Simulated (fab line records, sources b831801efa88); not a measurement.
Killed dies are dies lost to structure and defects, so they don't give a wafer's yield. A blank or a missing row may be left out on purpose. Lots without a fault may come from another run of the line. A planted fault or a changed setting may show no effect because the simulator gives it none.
One fault seen from 2 desks | flow gf180mcu | each desk has only its own numbers; what lay behind them comes last

THE METROLOGY DESK
What the gauges read, lot by lot, whatever tool the lot ran on: means of the sampled wafers that have a number. A lot is out of limits, marked OUT, if its mean lies more than 4 standard deviations from the usual mean; the brackets give that distance.
Columns: A = V2_W_THK at GF_V2_THK_MEAS_25, usual 342 nm; B = M3_OVL at GF_M3_OVL_MEAS_15, usual -2 nm
lot  | first seen here | A   | B
L134 | day 20 00:32    | 345 | -5
L135 | day 20 04:28    | 344 | 3
L136 | day 20 15:02    | 337 | -2
L137 | day 21 08:26    | 336 | 4
L146 | day 25 00:41    | 345 | 4
L147 | day 25 10:11    | 340 | -5
L148 | day 25 20:13    | 340 | -6
L150 | day 26 06:14    | 344 | 2
L151 | day 26 12:23    | 338 | -0
L152 | day 26 12:50    | 347 | 3
L153 | day 27 06:51    | 340 | -9
L155 | day 27 07:50    | 333 | 4
L157 | day 27 23:55    | 337 | 9
This desk's finding: nothing out of limits on any of the 13 lots.

THE TOOL OWNER'S DESK: rie_diel-01
The tool's own readings at GF_V3_ETCH_17 (etches SiO2 in C4F8/O2/Ar, stops on TiN, target depth 635 nm): means of the sampled wafers that have a number, for each lot that ran on this tool. A lot is out of limits, marked OUT, if its mean lies more than 4 standard deviations from the usual mean; the brackets give that distance.
Columns: A = oes_product_au at GF_V3_ETCH_17, usual 0.856 a.u.; B = rf_fwd_power_W at GF_V3_ETCH_17, usual 1493 W
lot  | first seen here | A     | B
L134 | day 22 02:00    | 0.853 | 1494
L135 | day 22 05:00    | 0.856 | 1487
L137 | day 23 10:00    | 0.858 | 1407 (-17) OUT
L146 | day 26 20:00    | 0.856 | 1496
L152 | day 28 07:00    | 0.857 | 1498
L155 | day 29 01:00    | 0.854 | 1487
L157 | day 29 17:00    | 0.859 | 1495
This desk's finding: out of limits on L137; first on L137, day 23 10:00 (rf_fwd_power_W at GF_V3_ETCH_17). In limits: L134, L135, L146, L152, L155, L157.

PUT TOGETHER
The tool owner's desk could have raised an alarm at day 23 10:00, on L137.
The metrology desk saw nothing out of limits.
The metrology desk has L137 on record, within its limits.
Of the lots named, all ran GF_V3_ETCH_17 on rie_diel-01.

WHAT THE SIMULATOR HAD PUT IN
Process parameter drift: rie_diel-01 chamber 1, from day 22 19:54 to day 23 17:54, at GF_V3_ETCH_17. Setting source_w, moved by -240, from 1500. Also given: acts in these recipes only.
Lots struck among those shown: L137.
Hours from the fault's start to each desk's first reading out of limits: the tool owner's desk, 14.
